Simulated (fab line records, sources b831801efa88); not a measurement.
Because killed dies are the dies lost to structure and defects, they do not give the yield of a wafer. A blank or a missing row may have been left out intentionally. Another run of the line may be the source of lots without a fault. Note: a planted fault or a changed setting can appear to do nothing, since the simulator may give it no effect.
Problem report, 8D (eight disciplines) form, completed by code -- flow gf180mcu -- the parts of the form that need people (team, actions taken, sign-off) are left out

== 1. PROBLEM STATEMENT ==
NSD_RS at GF_PSD_RS_MEAS_14 reads a mean of 45.14 ohm/sq on 2 wafers of 2 lots; wafers without a fault read 46.18 ohm/sq with a standard deviation of 0.075. That is -14 standard deviations from the usual mean.
The step: measures by four-point-probe.
Earliest sighting: wafer L960.1 on film metro-02 at day 19 14:53. At this step, 40 wafers from 14 lots have a number in the record. By rule, "out" or "out of limits" means more than 4 standard deviations away from the usual mean. Any other wafer with a number is counted as sound.

== 2. WHAT IT IS, WHAT IT ISN'T ==
question,is,is not
which readings at this step,NSD_RS,-
which lots,"L960, L965","L944, L946, L948, L949, L950, L951, L952, L953, L954, L955, L956, L957"
which wafers of those lots,"L960.1, L965.1","L960.6, L965.6"
read on which gauges,film metro-02,"film metro-01, film metro-04"
when,from day 19 14:53,up to then (37 sound wafers); but 1 sound wafer of L965 came after

== 3. THE SUSPECTS, EACH WITH WHAT RULES IT OUT ==
Counting: any tool at a process step up to the reading remains a suspect provided it ran every lot that is out. Sound lots after the first of them don't rule it out here, since some wafers of a struck lot are sound.
- ruled out: the gauge at GF_PSD_RS_MEAS_14. All the wafers that are out were read on film metro-02, but those of them that GF_NSD_STRIP_11 has rows for are out there too, on other tools.
- implanter-02 at GF_NSD_IMPLANT_09: kept. Ran every lot that is out, first one L960 (day 18 14:49); last sound lot up to then L957 (day 18 00:20).
After counting, what remains is implanter-02 at GF_NSD_IMPLANT_09.

== 4. THE CAUSE (what the simulator had put in) ==
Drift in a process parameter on implanter-02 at GF_NSD_IMPLANT_09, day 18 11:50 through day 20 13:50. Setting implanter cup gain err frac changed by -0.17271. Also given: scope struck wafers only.
Counting left only this tool.

== 5. THE CHAIN OF EFFECTS, in route order ==
Rows list readings where the struck wafers' mean (over those with a number) sits beyond 3 standard deviations from the usual. Readings are gone through only where the record gives a usual standard deviation; hours: the median, over the lots, of the time from a lot's start at the first step in this table giving one to that lot's start at this step; sigmas: the change measured in usual standard deviations.
hours,step,reading,usual,on struck wafers,change,sigmas
0,GF_NSD_STRIP_11,strip time to endpoint s,22.950 s,23.662,+0.712,+25
24,GF_PSD_RS_MEAS_14,NSD_RS,46.18 ohm/sq,45.14,-1.04,-14
It contains these process steps:
- GF_NSD_STRIP_11: strips in O2/N2.

== 6. WHAT WOULD HAVE CAUGHT IT SOONER ==
In this record the first reading out of limits at a measuring or inspecting step was taken at day 19 14:53, 27 hours after the fault began at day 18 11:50.
Of the lots that are out (2), L965 began GF_NSD_IMPLANT_09 on implanter-02 after day 19 14:53. It would have been spared by a hold on the tool at that moment.
